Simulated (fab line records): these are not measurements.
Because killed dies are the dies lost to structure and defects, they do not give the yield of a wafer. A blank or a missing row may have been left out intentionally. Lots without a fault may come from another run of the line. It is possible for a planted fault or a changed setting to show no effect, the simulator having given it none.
One fault through the eyes of 2 desks ; flow sky130 ; numbers are kept per desk, each desk with only its own; the story behind them comes last

== METROLOGY DESK ==
What the gauges read for every lot (on any tool): the sampled wafers with a number, averaged. If a lot's mean is further than 4 standard deviations from the usual mean, the lot is out of limits and carries the mark OUT (the distance appears in the brackets).
Columns: A = POLY_GATE_TW at SKY_RES_PROTECT_TW_MEAS_08, usual 4058; B = POLY_GATE_CVD_03_THK at SKY_POLY_GATE_THK_MEAS_04, usual 74.7 nm; C = cdNm at SKY_POLY_GATE_CD_MEAS_13, usual 150.2 nm; D = POLY_GATE_OVL at SKY_POLY_GATE_OVL_MEAS_14, usual -1 nm
lot;first seen here;A;B;C;D
L892;day 15 03:59;4034;74.9;152.9;3
L895;day 16 08:35;4070;75.4;149.7;-3
L900;day 17 19:27;4004;74.9;151.2;2
L901;day 18 03:45;4042;74.4;154.1;-1
L911;day 22 01:31;4048;75.7;148.3;2
L915;day 23 03:14;4041;73.5;152.1;1
Finding of this desk: none of the 6 lots has anything out of limits.

== DESK OF THE TOOL OWNER: lithoTrack-01 ==
At SKY_POLY_GATE_SOFTBAKE_09 (time 90 s), the tool's own readings, given per lot that ran on this tool as the mean of the sampled wafers with a number. If a lot's mean is further than 4 standard deviations from the usual mean, the lot is out of limits and carries the mark OUT (the distance appears in the brackets).
Columns: A = heaterPowerTotalW at SKY_POLY_GATE_SOFTBAKE_09, usual 57.36 W; B = plateTempC at SKY_POLY_GATE_SOFTBAKE_09, usual 100.01 C
lot;first seen here;A;B
L892;day 15 22:00;57.32;100.00
L900;day 18 12:00;51.95 (-49) OUT;93.39 (-60) OUT
L901;day 18 19:00;51.95 (-49) OUT;93.13 (-63) OUT
This desk's finding: out of limits on L900, L901; first on L900, day 18 12:00 (heaterPowerTotalW at SKY_POLY_GATE_SOFTBAKE_09). L892 stayed within limits.

== ALL TOGETHER ==
The tool owner's desk could have raised an alarm at day 18 12:00, on L900, L901.
Metrology desk: nothing out of limits seen.
The metrology desk has L900, L901 on record, within its limits.
On lithoTrack-01, each named lot ran SKY_POLY_GATE_SOFTBAKE_09.

== WHAT THE SIMULATOR PUT IN ==
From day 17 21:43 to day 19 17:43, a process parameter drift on lithoTrack-01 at SKY_POLY_GATE_SOFTBAKE_09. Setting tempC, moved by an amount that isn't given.
Shown lots that were struck: L900, L901.
Hours from the fault's start to each desk's first reading out of limits: the tool owner's desk, 14.
